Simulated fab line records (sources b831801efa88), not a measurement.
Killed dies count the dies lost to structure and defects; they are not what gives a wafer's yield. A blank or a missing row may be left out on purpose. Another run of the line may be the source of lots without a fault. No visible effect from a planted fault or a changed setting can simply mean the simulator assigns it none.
One fault seen from 2 desks / flow sfq-line / what lay behind the numbers comes last; until then each desk has only its own

== FOR THE TOOL OWNER'S DESK: pvd-sputter-06 ==
The tool's own readings at SFQ_TRILAYER_M3_DEP_SPUTTER_073 (material Nb, target thk 200 nm, time 133.3 s): means of the sampled wafers that have a number, for each lot that ran on this tool. Marked OUT: a lot whose mean sits more than 4 standard deviations from the usual mean, which makes it out of limits; the brackets give that distance.
Columns: A = throttle-valve-pct at SFQ_TRILAYER_M3_DEP_SPUTTER_073, usual 29.9 %
lot=L403; first seen here=day 33 11:11; A=28.6
lot=L406; first seen here=day 33 20:47; A=30.4
lot=L411; first seen here=day 41 05:30; A=30.0
lot=L414; first seen here=day 42 03:06; A=30.4
This desk found nothing out of limits on any of the 4 lots.

== THE METROLOGY DESK ==
What the gauges read, lot by lot, whatever tool the lot ran on: means of the sampled wafers that have a number. Marked OUT: a lot whose mean sits more than 4 standard deviations from the usual mean, which makes it out of limits; the brackets give that distance.
Columns: A = M3_NB_RS at SFQ_M3_RS_MEAS_919, usual 0.892 ohm/sq; B = I6_BOW at SFQ_I6_BOW_MEAS_941, usual 8 um
lot=L401; first seen here=day 30 06:23; A=0.906; B=10
lot=L403; first seen here=day 33 11:16; A=0.882; B=2
lot=L405; first seen here=day 33 16:07; A=0.894; B=5
lot=L406; first seen here=day 33 20:55; A=0.890; B=3
lot=L408; first seen here=day 39 13:38; A=0.888; B=1
lot=L410; first seen here=day 40 11:35; A=0.876; B=6
lot=L411; first seen here=day 41 05:35; A=0.888; B=-2
lot=L414; first seen here=day 42 03:11; A=0.992 (+10) OUT; B=17
lot=L420; first seen here=day 44 07:07; A=0.887; B=19
lot=L421; first seen here=day 44 15:29; A=0.885; B=4
lot=L422; first seen here=day 45 02:18; A=0.894; B=12
lot=L423; first seen here=day 45 13:16; A=0.904; B=2
lot=L424; first seen here=day 45 20:17; A=0.893; B=9
This desk's finding: out of limits on L414; first on L414, day 42 03:11 (M3_NB_RS at SFQ_M3_RS_MEAS_919). In limits: L401, L403, L405, L406, L408, L410, L411, L420, L421, L422, L423, L424.

== TAKEN TOGETHER ==
At day 42 03:11 the metrology desk could have sounded an alarm, on L414.
Nothing out of limits was seen by the tool owner's desk.
Tool owner's desk: L414 on record, inside its limits.
Every lot named ran SFQ_TRILAYER_M3_DEP_SPUTTER_073 on pvd-sputter-06.

== WHAT THE SIMULATOR HAD INSERTED ==
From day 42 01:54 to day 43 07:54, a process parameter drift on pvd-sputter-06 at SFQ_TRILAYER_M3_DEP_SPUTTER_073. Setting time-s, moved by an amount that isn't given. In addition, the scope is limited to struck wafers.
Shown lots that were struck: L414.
Delay in hours, fault start to first out-of-limits reading, per desk: metrology desk 1.
